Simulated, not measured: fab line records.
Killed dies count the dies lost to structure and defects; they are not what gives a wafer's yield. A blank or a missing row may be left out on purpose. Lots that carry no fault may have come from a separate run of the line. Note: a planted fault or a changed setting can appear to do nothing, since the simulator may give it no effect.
Which tool did it? | flow gf180mcu | 7 lots with 21 wafers sampled at 3 steps, on a route of 602 steps

## WHAT EACH GAUGE READ, for each wafer
GF_VT_IMPLANT_TW_MEAS_43.
lot  | measured     | on           | VT_IMPLANT_4_TW
L749 | day 7 17:36  | filmMetro-02 | 683 681 674
L751 | day 8 09:58  | filmMetro-03 | 691 696 696
L753 | day 8 23:30  | filmMetro-03 | 691 692 690
L756 | day 9 17:28  | filmMetro-02 | 688 692 685
L762 | day 11 09:37 | filmMetro-04 | 685 684 685
L767 | day 12 20:45 | filmMetro-04 | 692 691 691
L770 | day 13 17:23 | filmMetro-02 | 685 684 684

## WHICH TOOL RAN EACH LOT (tool, then ch and the chambers of the sampled wafers, then the start)
lot  | GF_STI_WET_ETCH_27            | GF_VT_IMPLANT_STRIP_20
L749 | wetBench-04 ch 0, day 2 09:35 | plasmaAsher-01 ch 0,1, day 6 09:25
L751 | wetBench-04 ch 2, day 2 20:22 | plasmaAsher-02 ch 0,1, day 7 01:09
L753 | wetBench-02 ch 3, day 3 05:33 | plasmaAsher-01 ch 0,1, day 7 14:24
L756 | wetBench-04 ch 2, day 3 20:44 | plasmaAsher-03 ch 0,1, day 8 07:36
L762 | wetBench-04 ch 1, day 5 03:01 | plasmaAsher-03 ch 0,1, day 9 22:38
L767 | wetBench-01 ch 3, day 6 05:07 | plasmaAsher-02 ch 0,1, day 11 06:39
L770 | wetBench-02 ch 0, day 6 20:56 | plasmaAsher-03 ch 0,1, day 12 00:53
- GF_STI_WET_ETCH_27: etches Si3N4 in H3PO4, target depth 160 nm, time 1825 s.
- GF_VT_IMPLANT_STRIP_20: strips in O2/N2.

## THE ANSWER, worked out from the rows above alone
Rule: usual is defined by the lots themselves. Put in order of their means at a reading, lots are off if they are a third of the lots or fewer, leave a main group of 4 or more, and stand apart from it by a gap of 3 or more times the standard deviation of the main group's means; of several such gaps the widest counts. The tables above print the reading to a certain number of digits; a main group whose means all agree to those digits is not used. A lot without any number at a reading at which 4 lots or more have one is off too. Any other lot the step has rows for is counted as sound.
Nothing can be told from this: no lot is off at any reading shown.

## WHAT THE SIMULATOR HAD INSERTED
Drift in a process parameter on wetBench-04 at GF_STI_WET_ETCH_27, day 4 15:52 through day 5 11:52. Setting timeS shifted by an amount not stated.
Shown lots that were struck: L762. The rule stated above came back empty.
